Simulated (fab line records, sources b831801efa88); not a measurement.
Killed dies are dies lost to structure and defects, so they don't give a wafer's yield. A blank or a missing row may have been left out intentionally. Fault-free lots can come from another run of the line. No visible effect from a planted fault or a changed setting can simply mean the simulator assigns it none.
Struck lot and sound lot, side by side	flow sky130	14 out of 708 route steps
Sound: wafers L761.1, L761.4, L761.5. The struck wafers were L771.1, L771.4, L771.5. Last of all comes the cause.
Per side, at each step with rows, come the tool, then ch with its chambers, and then its first start. Under that, the readings that differ: sound wafers	struck wafers	difference of the means	sigmas: that difference in standard deviations of wafers without a fault.
alike: a reading whose means differ by less than 2 such deviations, as well as words and numbers matching on both sides. not compared: withheld readings; readings where some wafer has no value; bounds like >300 that might hide an equal value; numbers whose values overlap and for which the record gives no deviation.
Wherever a step has rows on one side only, a row that says differs or no value, or a row with sigmas, the two part there. Numbers that have no deviation but don't overlap get no sigmas and don't part them. Lack of a reading on every wafer of one side parts them only where that side has two or more wafers.

SKY_METAL1_THK_MEAS_06: measures by xrf.
  sound: filmMetro-02 at day 33 16:31; struck: filmMetro-02 at day 36 08:09
  alike: METAL1_ALCU_THK
then, 8 steps without rows for these wafers: SKY_METAL1_DEHYDRATE_07 (time 60 s); SKY_METAL1_HMDS_08 (prime time 60 s); SKY_METAL1_COAT_09 (resist thk 60 nm); SKY_METAL1_COAT_10 (resist thk 450 nm); SKY_METAL1_SOFTBAKE_11 (time 90 s); SKY_METAL1_EXPOSE_12 (exposes mask MM1, target cd 140 nm); SKY_METAL1_PEB_13; SKY_METAL1_DEVELOP_14 (develop time 60 s).
SKY_METAL1_CD_MEAS_15 targets a cd of 140 nm.
  sound: cdSem-02 at day 34 18:52; struck: cdSem-02 at day 37 10:28
  alike: cdNm
SKY_METAL1_OVL_MEAS_16:
  sound: overlay-01 at day 34 18:59; struck: overlay-01 at day 37 10:35
  alike: METAL1_OVL
SKY_METAL1_DESCUM_17: chemistry O2, time 8 s.
  sound on rieMetal-02 ch 0,1, day 34 19:01; struck on rieMetal-02 ch 0, day 37 10:37
  alike: drypumpMotorCurrentA, heBacksideLeakSccm, oesProductAu, tempC
  not compared: rfHoursCounterH
SKY_METAL1_ETCH_18: etches BARC in N2/H2, stops on SiO2, time 45.9 s, target depth 60 nm.
  sound on rieMetal-02 ch 0,1, day 34 19:02; struck on rieMetal-02 ch 0, day 37 10:38
reading	sound	struck	difference	sigmas
model.KrF-thick_of_METAL1_COAT_10.thkNm (nm)	394.6 393 393.1	397.3 396.8 396.8	+3.4	
  alike: drypumpMotorCurrentA, heBacksideLeakSccm, n2FlowSccm, oesProductAu, throttleValvePct
  not compared: rfHoursCounterH
SKY_METAL1_METAL_ETCH_19: etches the open film in Cl2/BCl3, stops on SiO2, target depth 360 nm, time 78 s.
  sound on rieMetal-02 ch 0,1, day 34 19:07; struck on rieMetal-02 ch 0, day 37 10:43
  alike: drypumpMotorCurrentA, heBacksideLeakSccm, oesProductAu, throttleValvePct
  not compared: rfHoursCounterH

## WHERE THEY PART
Nowhere in this record.

WHY: the cause the simulator had injected
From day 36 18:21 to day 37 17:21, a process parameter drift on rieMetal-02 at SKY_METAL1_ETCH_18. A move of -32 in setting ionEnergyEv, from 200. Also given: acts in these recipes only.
